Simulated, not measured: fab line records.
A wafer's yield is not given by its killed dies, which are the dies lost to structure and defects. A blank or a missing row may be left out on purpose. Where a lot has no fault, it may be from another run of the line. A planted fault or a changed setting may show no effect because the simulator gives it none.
What tool caused it? | flow gf180mcu | 7 lots with 21 wafers sampled at 2 steps, on a route of 602 steps

## WHAT THE GAUGES SHOWED, per wafer
GF_V5_THK_MEAS_25: measures by xrf.
lot  | measured     | on           | V5_W_THK (nm)
L487 | day 27 19:05 | filmMetro-04 | 348 345 351
L489 | day 28 11:25 | filmMetro-03 | 348 360 347
L491 | day 29 08:14 | filmMetro-04 | 353 350 358
L492 | day 29 11:56 | filmMetro-04 | 363 360 352
L495 | day 30 04:20 | filmMetro-01 | 355 357 345
L505 | day 32 14:19 | filmMetro-03 | 354 346 355
L509 | day 33 21:16 | filmMetro-03 | 351 351 350

## EACH LOT AND THE TOOL THAT RAN IT (in order: tool; ch and the chambers of the sampled wafers; start)
lot  | GF_CONTACT_CMP_04
L487 | cmp-01 ch 1,2, day 15 16:53
L489 | cmp-02 ch 0,2, day 16 12:43
L491 | cmp-01 ch 0,1,3, day 17 12:43
L492 | cmp-01 ch 0,2,3, day 17 16:16
L495 | cmp-02 ch 0,2, day 18 15:18
L505 | cmp-02 ch 0,3, day 21 19:58
L509 | cmp-01 ch 1,2, day 23 14:52
- GF_CONTACT_CMP_04: polishes SiO2.

## THE ANSWER, worked out from the rows above alone
Rule: the lots themselves supply what counts as usual. The widest of any qualifying gaps counts: lots, ordered by their means at a reading, are off when they make up no more than a third of the lots, leave a main group of 4 or more, and stand apart from it by 3 or more times the standard deviation of that group's means. A main group is skipped when, at the precision printed for the reading in the tables above, its means are all equal. A lot without any number at a reading at which 4 lots or more have one is off too. Where the step has rows for the other lots, those lots are counted as sound.
No lot is off on any of the readings shown, so nothing can be concluded from this.

## WHAT THE SIMULATOR HAD PUT IN
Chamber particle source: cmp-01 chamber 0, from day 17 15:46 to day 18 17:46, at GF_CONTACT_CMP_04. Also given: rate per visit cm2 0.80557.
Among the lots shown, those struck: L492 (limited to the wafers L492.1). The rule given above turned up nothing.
